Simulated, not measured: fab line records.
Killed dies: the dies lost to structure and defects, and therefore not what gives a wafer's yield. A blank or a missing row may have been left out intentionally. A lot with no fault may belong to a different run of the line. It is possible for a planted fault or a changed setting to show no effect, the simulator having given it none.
What tool caused it? -- flow sky130 -- 6 lots, 18 wafers sampled, at 2 steps of a route of 708

## WHAT THE GAUGES READ, wafer by wafer
SKY_LI_CONTACT_CD_MEAS_12: target cd 170 nm.
lot,measured,on,cd_nm (nm)
L588,day 30 14:11,cd_sem-02,169.3 168.4 168.5
L591,day 31 15:30,cd_sem-01,170.0 170.4 169.4
L593,day 31 23:45,cd_sem-02,167.7 168.7 169.0
L595,day 32 22:24,cd_sem-02,171.4 170.6 169.2
L599,day 34 01:02,cd_sem-01,167.7 168.7 168.3
L608,day 36 20:37,cd_sem-01,172.3 172.0 173.4

## WHAT TOOL EACH LOT RAN ON (gives the tool, then ch and the chambers of the sampled wafers, and finally the start)
lot,SKY_LI_CONTACT_EXPOSE_09
L588,"krf_scanner-02 ch 0, day 29 23:59"
L591,"krf_scanner-02 ch 0, day 31 01:18"
L593,"krf_scanner-01 ch 0, day 31 10:34"
L595,"krf_scanner-01 ch 0, day 32 07:56"
L599,"krf_scanner-01 ch 0, day 33 11:24"
L608,"krf_scanner-01 ch 0, day 36 07:28"
- SKY_LI_CONTACT_EXPOSE_09: exposes mask LICM1, target cd 170 nm.

## THE ANSWER, worked out from the rows above alone
Rule: the usual values come from the lots themselves. Put in order of their means at a reading, lots are off if they are a third of the lots or fewer, leave a main group of 4 or more, and stand apart from it by a gap of 3 or more times the standard deviation of the main group's means; of several such gaps the widest counts. The tables above print the reading to a certain number of digits; a main group whose means all agree to those digits is not used. Also off: a lot with no number at a reading for which 4 or more lots have one. The other lots that the step has rows for count as sound.
None of the lots is off at any reading shown; this tells nothing.

## WHAT WAS PUT IN BY THE SIMULATOR
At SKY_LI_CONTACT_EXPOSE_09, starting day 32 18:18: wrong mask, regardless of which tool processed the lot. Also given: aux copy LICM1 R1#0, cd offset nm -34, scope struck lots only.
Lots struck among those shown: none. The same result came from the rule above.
